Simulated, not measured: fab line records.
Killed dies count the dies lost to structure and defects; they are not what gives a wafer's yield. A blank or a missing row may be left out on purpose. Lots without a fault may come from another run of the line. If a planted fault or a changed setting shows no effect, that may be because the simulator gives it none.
A struck lot beside a sound one || flow sky130 || 15 steps out of a route of 708
Sound: the wafers L817.3, L817.4, L817.6. The struck wafers were L814.1, L814.2, L814.4. At the end, the cause is stated.
For every step that has rows: the tool of each side, followed by ch and its chambers, followed by its first start. Under that, the readings that differ: sound wafers || struck wafers || difference of the means || sigmas: that difference in standard deviations of wafers without a fault.
alike: a reading whose means differ by less than 2 such deviations, as well as words and numbers matching on both sides. not compared: withheld readings; readings where some wafer has no value; bounds like >300 that might hide an equal value; numbers whose values overlap and for which the record gives no deviation.
Wherever a step has rows on one side only, a row that says differs or no value, or a row with sigmas, the two part there. Numbers that don't overlap but have no deviation are shown without sigmas and don't part them. Lack of a reading on every wafer of one side parts them only where that side has two or more wafers.

first, 1 step without rows for these wafers: SKY_VIA4_DEVELOP_10 (develop time 60 s).
SKY_VIA4_OVL_MEAS_11:
  sound on overlay-01 at day 48 13:48; struck on overlay-01 at day 48 00:18
  alike: VIA4_OVL
SKY_VIA4_ETCH_12: etches SiO2 in C4F8/O2/Ar, stops on TiN, target depth 580 nm.
  sound on rie-diel-04 ch 0,1,3, day 48 13:50; struck on rie-diel-01 ch 0,1,3, day 48 00:20
  alike: oes-product-au
SKY_VIA4_STRIP_13: strips in O2/N2.
  sound on plasma-asher-04 ch 0,1, day 48 13:56; struck on plasma-asher-02 ch 0,1, day 48 00:25
  alike: drypump-motor-current-A, oes-product-au, strip-time-to-endpoint-s
  not compared: rf-hours-counter-h
then, 3 steps without rows for these wafers: SKY_VIA4_STRIP_14 (strips in post etch residue remover, time 1200 s); SKY_VIA4_CLEAN_15 (cleans in IPA, time 180 s); SKY_VIA4_CLEAN_16 (cleans in O3/DIW).
SKY_VIA4_SPUTTER_17: material TiN, target thk 20 nm, time 80 s.
  sound on pvd-sputter-02 at day 48 14:30; struck on pvd-sputter-04 at day 48 01:00
  alike: cathode-dc-power-W, chamber-pressure-pa, throttle-valve-pct
SKY_VIA4_CVD_18: deposits W, target thk 505 nm, time 152.14 s.
  sound on cvd-w-01 ch 0,1, day 48 14:37; struck on cvd-w-02 ch 0,1, day 48 01:04
  alike: heater-power-w
SKY_VIA4_RS_MEAS_19: measures by four-point-probe.
  sound on film-metro-01 at day 48 14:45; struck on film-metro-02 at day 48 01:13
  alike: VIA4_W_RS
SKY_VIA4_THK_MEAS_20: measures by xrf.
  sound on film-metro-01 at day 48 14:51; struck on film-metro-02 at day 48 01:20
  alike: VIA4_W_THK
then, 1 step without rows for these wafers: SKY_VIA4_CMP_21 (polishes, stops on SiO2, t overpolish 25 s, target thk 0 nm).
SKY_METAL5_SPUTTER_00: material Ti, target thk 15 nm, time 10 s.
  sound on pvd-sputter-03 at day 48 15:11; struck on pvd-sputter-03 at day 48 01:59
  no value came back on the struck wafers for cathode-dc-power-W (W), chamber-pressure-pa (Pa), throttle-valve-pct (%); on the sound wafers cathode-dc-power-W (W) reads 2999.0 3001.0 2999.7
SKY_METAL5_SPUTTER_01: material TiN, target thk 20 nm, time 16.7 s.
  sound on pvd-sputter-03 at day 48 15:13; struck on pvd-sputter-03 at day 48 02:00
  alike: cathode-dc-power-W, chamber-pressure-pa, throttle-valve-pct
-- the record jumps here: 2 days lie between the struck wafers' starts before and after (it left off in module METAL5 and takes up again in module PAD_OPEN, whose first step shown is number 708 of the route) --
SKY_PAD_OPEN_PROBE_99:
  sound on prober-01 at day 50 20:11; struck on prober-01 at day 50 09:40
{"reading": "model.etest.via4-chain.rc-ohm", "sound": "0.7964 0.8411 0.7997", "struck": "0.8658 0.8685 0.8797", "difference": "+0.0589", "sigmas": ""}
  alike: defect-limited-yield, killed_at_M0_to_M3, killed_at_M4_up, killed-at-contacts, killed-at-front-end, killed-at-other, killed-dies, killed-on-rim, killed-open, killed-short, sort_bin_3_pad_short, sort_bin_5_function, sort_bin_6_memory, sort-n-pass, sort-yield-pct

== WHERE THEY PART ==
SKY_METAL5_SPUTTER_00 only, going by this record. Later steps at which nothing parts them and some readings are alike: SKY_METAL5_SPUTTER_01, SKY_PAD_OPEN_PROBE_99.

WHY: the cause the simulator had injected
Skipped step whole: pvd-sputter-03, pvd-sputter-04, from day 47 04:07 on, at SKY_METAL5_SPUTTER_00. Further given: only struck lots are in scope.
